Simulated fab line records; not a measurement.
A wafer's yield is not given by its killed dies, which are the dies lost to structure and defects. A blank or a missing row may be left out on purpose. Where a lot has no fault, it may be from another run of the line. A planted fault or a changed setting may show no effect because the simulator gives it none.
fab line records -- flow gf180mcu
record lots=12, wafers=36, last_day=34
route steps=602 shown V4@478 MIM@522 M5@531
lots that met no fault: taken from a fault-free run of the same line
start_h: hours from the record's opening day to when the first of the lot's shown wafers began -- wait_h: hours since the lot's step before -- " the same as in the row above -- L1.1+2: a single row standing in for several wafers -- - no value, or no start given -- * or withheld: withheld -- < > ~ a bound
route shown NAME@n: NAME is a module with steps in the file, n the number in the route of the first one -- usual: the fault-free wafers' mean and standard deviation -- same: alike in all rows -- chamber/n: place in a boat -- sites: the reading at each site -- _std_site: the values' standard deviation -- _edge_site: inner sites' mean taken away from outer sites' mean -- radius_mm: how far each site lies from the wafer's centre -- mask NAME#n: copy n -- behind: the tool/chamber that last shaped the wafer -- hold: why the lot was held/for how many hours/how that ended -- device: the n, p or np transistor that did not switch -- end of line: the route-end tests of the same wafers -- step lacking rows: just its recipe -- killed: at the first sort, the dies lost to defects and structure; wafer yield is something else -- map: shows each die of a wafer: x if killed, . if not, _ if none is there
set.NAME: setting as actually run; set.NAME@STEP: the setting as run at that earlier step -- model.NAME: the simulator's own value behind a step, which no gauge read
the route's steps for a sample of lots (tables are steps, rows are wafers)
services: when a tool's chamber went out of use (start_h, in hours from the record's first day, below 0 if earlier), for how many hours, and the reason
## steps
# step GF_V4_CVD_02
# recipe material=SiO2, target_thk_nm=850, precursor=TEOS, temp_c=400, time_s=94.851, rf_w=600
# usual heater_power_w=679/91, susceptor_temp_C=400.05/0.24
lot.wafer,tool,chamber,start_h,wait_h,heater_power_w,susceptor_temp_C
L346.1,pecvd-04,1,544.62,0.1,898,400.36
L346.3,pecvd-04,0,544.62,0.1,709,400.24
L346.5,pecvd-04,0,544.62,0.1,541,400.22
L348.1,pecvd-04,1,567.51,0.1,965,399.82
L348.5,pecvd-04,2,567.51,0.1,590,399.98
L348.6,pecvd-04,0,567.51,0.1,547,399.85
L349.2,pecvd-02,1,573.92,0.0,702,399.97
L349.3,pecvd-02,2,573.92,0.0,658,400.30
L349.5,pecvd-02,2,573.92,0.0,687,400.29
L351.1,pecvd-04,2,590.97,0.1,615,400.02
L351.3,pecvd-04,0,590.97,0.1,694,399.69
L351.6,pecvd-04,1,590.97,0.1,943,400.14
L352.2,pecvd-01,2,600.25,0.0,664,399.77
L352.4,pecvd-01,1,600.25,0.0,746,400.22
L352.6,pecvd-01,2,600.25,0.0,698,399.62
L353.2,pecvd-01,1,603.62,0.0,734,400.27
L353.3,pecvd-01,2,603.62,0.0,592,400.04
L353.6,pecvd-01,2,603.62,0.0,654,400.14
L355.3,pecvd-02,0,621.84,0.0,612,399.94
L355.4,pecvd-02,1,621.84,0.0,671,400.08
L355.5,pecvd-02,2,621.84,0.0,695,399.79
L362.1,pecvd-04,2,667.32,0.1,648,400.28
L362.2,pecvd-04,0,667.32,0.1,704,399.53
L362.5,pecvd-04,2,667.32,0.1,679,400.33
L363.1,pecvd-04,1,674.77,0.1,770,400.09
L363.2,pecvd-04,2,674.77,0.1,632,399.75
L363.4,pecvd-04,0,674.77,0.1,691,399.93
L365.3,pecvd-02,0,691.37,0.0,680,400.11
L365.4,pecvd-02,2,691.37,0.0,560,399.77
L365.5,pecvd-02,1,691.37,0.0,569,399.64
L366.2,pecvd-04,1,697.12,0.0,763,399.96
L366.4,pecvd-04,2,697.12,0.0,642,400.42
L366.6,pecvd-04,0,697.12,0.0,690,400.20
L367.1,pecvd-01,0,705.62,0.1,683,399.89
L367.2,pecvd-01,1,705.62,0.1,749,399.93
L367.6,pecvd-01,1,705.62,0.1,597,400.36
# step GF_V4_RS_MEAS_24
# recipe thk_meas_gauge=four-point-probe, reads=W_of_V4_CVD_23+TiN_of_V4_SPUTTER_22+Ti_of_V4_SPUTTER_21
# usual V4_W_RS=0.328/0.0044
lot.wafer,tool,chamber,start_h,wait_h,V4_W_RS[ohm/sq]
L346.1,film_metro-02,-,568.48,0.1,0.331
L346.3,film_metro-02,-,568.48,0.1,0.331
L346.5,film_metro-02,-,568.48,0.1,0.331
L348.1,film_metro-03,-,590.59,0.1,0.327
L348.5,film_metro-03,-,590.59,0.1,0.327
L348.6,film_metro-03,-,590.59,0.1,0.329
L349.2,film_metro-02,-,596.29,0.1,0.334
L349.3,film_metro-02,-,596.29,0.1,0.337
L349.5,film_metro-02,-,596.29,0.1,0.336
L351.1,film_metro-03,-,613.88,0.1,0.321
L351.3,film_metro-03,-,613.88,0.1,0.323
L351.6,film_metro-03,-,613.88,0.1,0.327
L352.2,film_metro-04,-,622.82,0.1,0.324
L352.4,film_metro-04,-,622.82,0.1,0.321
L352.6,film_metro-04,-,622.82,0.1,0.322
L353.2,film_metro-04,-,625.54,0.1,0.320
L353.3,film_metro-04,-,625.54,0.1,0.327
L353.6,film_metro-04,-,625.54,0.1,0.323
L355.3,film_metro-03,-,643.98,0.1,0.333
L355.4,film_metro-03,-,643.98,0.1,0.330
L355.5,film_metro-03,-,643.98,0.1,0.333
L362.1,film_metro-03,-,687.29,0.1,0.335
L362.2,film_metro-03,-,687.29,0.1,0.329
L362.5,film_metro-03,-,687.29,0.1,0.335
L363.1,film_metro-04,-,694.80,0.1,0.332
L363.2,film_metro-04,-,694.80,0.1,0.334
L363.4,film_metro-04,-,694.80,0.1,0.328
L365.3,film_metro-02,-,711.36,0.1,0.332
L365.4,film_metro-02,-,711.36,0.1,0.325
L365.5,film_metro-02,-,711.36,0.1,0.328
L366.2,film_metro-03,-,718.10,0.1,0.325
L366.4,film_metro-03,-,718.10,0.1,0.329
L366.6,film_metro-03,-,718.10,0.1,0.324
L367.1,film_metro-04,-,725.65,0.1,0.320
L367.2,film_metro-04,-,725.65,0.1,0.318
L367.6,film_metro-04,-,725.65,0.1,0.326
# step GF_MIM_METAL_ETCH_19
# recipe chemistry=Cl2/BCl3, mask_material=NOVOLAK, stop_on=Si3N4, target_depth_nm=324.5, pressure_mtorr=8, icp_w=800, bias_w=140, Cl2_flow_sccm=80, bcl3_flow_sccm=40, time_s=54.1
# usual drypump_motor_current_A=5.60/0.27, oes_product_au=0.943/0.0066, throttle_valve_pct=28.283/0.011
lot.wafer,tool,chamber,start_h,wait_h,drypump_motor_current_A,oes_product_au,rf_hours_counter_h,throttle_valve_pct
L346.1,rie_metal-01,0,590.57,0.1,5.50,0.952,14,28.262
L346.3,rie_metal-01,0,590.57,0.1,5.52,0.955,-,28.282
L346.5,rie_metal-01,0,590.57,0.1,5.50,0.953,-,28.269
L348.1,rie_metal-01,1,612.52,0.1,5.51,0.928,0,28.287
L348.5,rie_metal-01,1,612.52,0.1,5.49,0.938,-,28.302
L348.6,rie_metal-01,0,612.52,0.1,5.51,0.939,-,28.269
L349.2,rie_metal-02,1,617.22,0.1,5.48,0.941,9,28.278
L349.3,rie_metal-02,0,617.22,0.1,6.05,0.944,-,28.294
L349.5,rie_metal-02,0,617.22,0.1,6.07,0.940,-,28.277
L351.1,rie_metal-01,1,635.39,0.1,5.51,0.941,1,28.280
L351.3,rie_metal-01,0,635.39,0.1,5.50,0.948,-,28.273
L351.6,rie_metal-01,1,635.39,0.1,5.54,0.952,-,28.280
L352.2,rie_metal-01,1,644.00,0.1,5.47,0.945,-,28.290
L352.4,rie_metal-01,1,644.00,0.1,5.48,0.942,-,28.288
L352.6,rie_metal-01,1,644.00,0.1,5.50,0.941,-,28.291
L353.2,rie_metal-02,0,646.96,0.1,6.04,0.950,6,28.280
L353.3,rie_metal-02,0,646.96,0.1,6.06,0.955,-,28.275
L353.6,rie_metal-02,0,646.96,0.1,6.04,0.946,-,28.297
L355.3,rie_metal-03,0,664.20,0.1,5.14,0.938,-,28.281
L355.4,rie_metal-03,1,664.20,0.1,5.83,0.940,-,28.278
L355.5,rie_metal-03,1,664.20,0.1,5.86,0.941,-,28.298
L362.1,rie_metal-03,0,706.89,0.1,5.16,0.951,11,28.268
L362.2,rie_metal-03,1,706.89,0.1,5.85,0.935,0,28.272
L362.5,rie_metal-03,0,706.89,0.1,5.16,0.948,-,28.274
L363.1,rie_metal-03,1,713.52,0.1,5.86,0.947,1,28.280
L363.2,rie_metal-03,0,713.52,0.1,5.19,0.947,12,28.282
L363.4,rie_metal-03,1,713.52,0.1,5.85,0.947,-,28.277
L365.3,rie_metal-02,0,729.89,0.1,6.08,0.945,-,28.284
L365.4,rie_metal-02,1,729.89,0.1,5.44,0.949,-,28.265
L365.5,rie_metal-02,1,729.89,0.1,5.42,0.940,-,28.288
L366.2,rie_metal-02,1,736.17,0.1,5.48,0.928,14,28.291
L366.4,rie_metal-02,1,736.17,0.1,5.48,0.933,-,28.307
L366.6,rie_metal-02,0,736.17,0.1,6.02,0.933,-,28.300
L367.1,rie_metal-03,0,743.96,0.1,5.17,0.952,13,28.281
L367.2,rie_metal-03,1,743.96,0.1,5.85,0.946,2,28.295
L367.6,rie_metal-03,1,743.96,0.1,5.85,0.952,-,28.284
# step GF_M5_PEB_05
# recipe peb_temp_c=135, peb_time_s=90, resist=KrF
# usual heater_power_total_W=85.70/0.085, plate_temp_C=134.97/0.13
lot.wafer,tool,chamber,start_h,wait_h,heater_power_total_W,plate_temp_C
L346.1,litho_track-04,0,612.14,-,85.66,135.14
L346.3,litho_track-04,0,612.14,-,85.78,135.04
L346.5,litho_track-04,0,612.14,-,85.87,135.13
L348.1,litho_track-03,0,632.42,-,85.65,134.97
L348.5,litho_track-03,0,632.42,-,85.53,134.93
L348.6,litho_track-03,0,632.42,-,85.76,134.63
L349.2,litho_track-04,0,637.57,-,85.85,134.98
L349.3,litho_track-04,0,637.57,-,85.60,135.09
L349.5,litho_track-04,0,637.57,-,85.68,134.97
L351.1,litho_track-03,0,655.02,-,85.79,134.94
L351.3,litho_track-03,0,655.02,-,85.72,134.96
L351.6,litho_track-03,0,655.02,-,85.85,134.83
L352.2,litho_track-03,0,663.56,-,85.78,134.87
L352.4,litho_track-03,0,663.56,-,85.65,134.90
L352.6,litho_track-03,0,663.56,-,85.76,135.01
L353.2,litho_track-04,0,666.47,-,85.54,134.71
L353.3,litho_track-04,0,666.47,-,85.59,134.81
L353.6,litho_track-04,0,666.47,-,85.71,134.80
L355.3,litho_track-03,0,683.64,-,85.67,135.01
L355.4,litho_track-03,0,683.64,-,85.62,134.92
L355.5,litho_track-03,0,683.64,-,85.80,135.04
L362.1,litho_track-04,0,724.89,-,94.35,145.31
L362.2,litho_track-04,0,724.89,-,94.19,145.29
L362.5,litho_track-04,0,724.89,-,94.48,145.41
L363.1,litho_track-04,0,731.39,-,94.20,145.14
L363.2,litho_track-04,0,731.39,-,94.28,145.31
L363.4,litho_track-04,0,731.39,-,94.51,145.08
L365.3,litho_track-01,0,746.91,-,85.68,134.99
L365.4,litho_track-01,0,746.91,-,85.65,134.85
L365.5,litho_track-01,0,746.91,-,85.76,134.93
L366.2,litho_track-03,0,752.95,-,85.79,134.96
L366.4,litho_track-03,0,752.95,-,85.70,134.78
L366.6,litho_track-03,0,752.95,-,85.85,135.09
L367.1,litho_track-01,0,760.25,-,85.64,135.04
L367.2,litho_track-01,0,760.25,-,85.58,135.00
L367.6,litho_track-01,0,760.25,-,85.75,135.17
# step GF_M5_CD_MEAS_07
# recipe target_cd_nm=280
# usual cd_nm=280.0/1.2
lot.wafer,tool,chamber,start_h,wait_h,cd_nm
L346.1,cd_sem-01,-,612.49,0.1,281.7
L346.3,cd_sem-01,-,612.49,0.1,280.7
L346.5,cd_sem-01,-,612.49,0.1,280.5
L348.1,cd_sem-02,-,632.77,0.1,282.9
L348.5,cd_sem-02,-,632.77,0.1,281.3
L348.6,cd_sem-02,-,632.77,0.1,282.2
L349.2,cd_sem-02,-,637.91,0.1,278.5
L349.3,cd_sem-02,-,637.91,0.1,279.3
L349.5,cd_sem-02,-,637.91,0.1,279.0
L351.1,cd_sem-01,-,655.37,0.1,277.1
L351.3,cd_sem-01,-,655.37,0.1,277.7
L351.6,cd_sem-01,-,655.37,0.1,277.7
L352.2,cd_sem-02,-,663.89,0.1,278.3
L352.4,cd_sem-02,-,663.89,0.1,278.9
L352.6,cd_sem-02,-,663.89,0.1,278.9
L353.2,cd_sem-01,-,666.81,0.1,279.0
L353.3,cd_sem-01,-,666.81,0.1,279.5
L353.6,cd_sem-01,-,666.81,0.1,279.1
L355.3,cd_sem-02,-,684.02,0.2,279.6
L355.4,cd_sem-02,-,684.02,0.2,280.3
L355.5,cd_sem-02,-,684.02,0.2,279.9
L362.1,cd_sem-02,-,725.24,0.1,262.1
L362.2,cd_sem-02,-,725.24,0.1,262.4
L362.5,cd_sem-02,-,725.24,0.1,261.7
L363.1,cd_sem-02,-,731.74,0.1,261.2
L363.2,cd_sem-02,-,731.74,0.1,261.9
L363.4,cd_sem-02,-,731.74,0.1,261.9
L365.3,cd_sem-01,-,747.24,0.1,281.5
L365.4,cd_sem-01,-,747.24,0.1,281.2
L365.5,cd_sem-01,-,747.24,0.1,281.0
L366.2,cd_sem-02,-,753.29,0.1,280.3
L366.4,cd_sem-02,-,753.29,0.1,279.5
L366.6,cd_sem-02,-,753.29,0.1,280.1
L367.1,cd_sem-01,-,760.60,0.1,281.1
L367.2,cd_sem-01,-,760.60,0.1,280.5
L367.6,cd_sem-01,-,760.60,0.1,280.1
## services
tool,chamber,start_h,hours,kind
rie_metal-02,0,528.66,3.3,repair
pecvd-04,1,548.24,6.8,repair
pecvd-01,-,559.01,0.4,repair
rie_metal-01,1,566.86,4.0,repair
rie_metal-01,1,574.54,-,clean
rie_metal-01,1,574.54,17.4,scheduled_down
rie_metal-01,1,574.54,17.4,vent_cycle
pecvd-01,-,590.69,1.9,repair
pecvd-04,-,591.12,14.0,pm
pecvd-04,0,591.12,14.0,vent_cycle
pecvd-04,1,591.12,14.0,vent_cycle
pecvd-04,2,591.12,14.0,vent_cycle
pecvd-04,0,605.12,-,clean
pecvd-04,1,605.12,-,clean
pecvd-04,2,605.12,-,clean
rie_metal-03,-,624.55,4.6,repair
pecvd-01,-,627.65,0.7,repair
rie_metal-01,0,636.63,-,clean
rie_metal-01,0,636.63,19.0,scheduled_down
rie_metal-01,0,636.63,19.0,vent_cycle
pecvd-02,0,647.69,12.8,repair
rie_metal-03,1,689.12,-,clean
pecvd-04,-,711.96,28.1,pm
rie_metal-02,0,754.83,10.8,repair
## key
first_sign step=GF_M5_PEB_05, reading=heater_power_total_W, direction=up, sigmas=99+, usual=85.70, struck=94.34
effect step=GF_M5_PEB_05, reading=plate_temp_C, direction=up, sigmas=77, usual=*, struck=*
effect step=GF_M5_CD_MEAS_07, reading=cd_nm, direction=down, sigmas=15, usual=280.0, struck=261.9
met_at GF_M5_PEB_05
struck_lots L362,L363
not_acting_at GF_V4_CVD_02,GF_V4_RS_MEAS_24,GF_MIM_METAL_ETCH_19
onset_between 666.47 724.89
fault kind=process_parameter_drift, tool=litho_track-04, chamber=-, onset_h=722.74, steps=GF_M5_PEB_05, channel=peb_temp_c, offset=*, shape=step, end_h=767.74, acts_in=*, stated=*
